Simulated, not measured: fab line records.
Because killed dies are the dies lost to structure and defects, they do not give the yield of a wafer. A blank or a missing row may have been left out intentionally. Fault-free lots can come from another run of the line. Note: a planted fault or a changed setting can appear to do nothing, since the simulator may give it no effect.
Chamber matching / flow gf180mcu / GF_HV_LDD_ETCHBACK_58 on rieDiel-02: 4 sister chambers
The step etches Si3N4 in CH3F/O2, stops on SiO2, time 100 s, target depth 90 nm. 4 wafers are shown with their chamber, then 7 later ones without.

## WAFERS PAIRED WITH THEIR CHAMBERS
wafer=L656.2; chamber=0; drypumpMotorCurrentA (A)=5.4
wafer=L656.3; chamber=2; drypumpMotorCurrentA (A)=6.8
wafer=L668.2; chamber=1; drypumpMotorCurrentA (A)=5.0
wafer=L668.5; chamber=3; drypumpMotorCurrentA (A)=5.3

## WAFERS WHOSE CHAMBER IS MISSING
wafer=L668.6; drypumpMotorCurrentA (A)=5.4
wafer=L670.1; drypumpMotorCurrentA (A)=6.8
wafer=L670.3; drypumpMotorCurrentA (A)=6.8
wafer=L670.4; drypumpMotorCurrentA (A)=6.7
wafer=L671.1; drypumpMotorCurrentA (A)=5.2
wafer=L671.3; drypumpMotorCurrentA (A)=6.7
wafer=L671.6; drypumpMotorCurrentA (A)=5.2

## THE CHAMBER EACH PASSED THROUGH
wafer=L668.6; from the rows above=can't be placed: 0 or 3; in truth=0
wafer=L670.1; from the rows above=2; in truth=2
wafer=L670.3; from the rows above=2; in truth=2
wafer=L670.4; from the rows above=2; in truth=2
wafer=L671.1; from the rows above=can't be placed: 3 or 0 or 1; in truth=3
wafer=L671.3; from the rows above=2; in truth=2
wafer=L671.6; from the rows above=can't be placed: 3 or 0 or 1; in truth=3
Placed correctly: 4 of 7. From these rows, 3 cannot be placed; in 3 the true chamber is one of the candidates. Wrongly placed: 0.
How it was worked out, from the rows above alone: a wafer's distance from a chamber is the root of the sum, over the readings, of the square of ((its reading less the chamber's mean) divided by the reading's scatter). If the next closest chamber is less than 2 further off than the closest, the wafer can't be placed; otherwise it belongs to the closest. For every chamber, the mean is computed from those of its wafers that are shown. The scatter (one wafer shown for each chamber): square how far every hidden wafer sits from the nearest shown wafer, average those squares and take the square root.
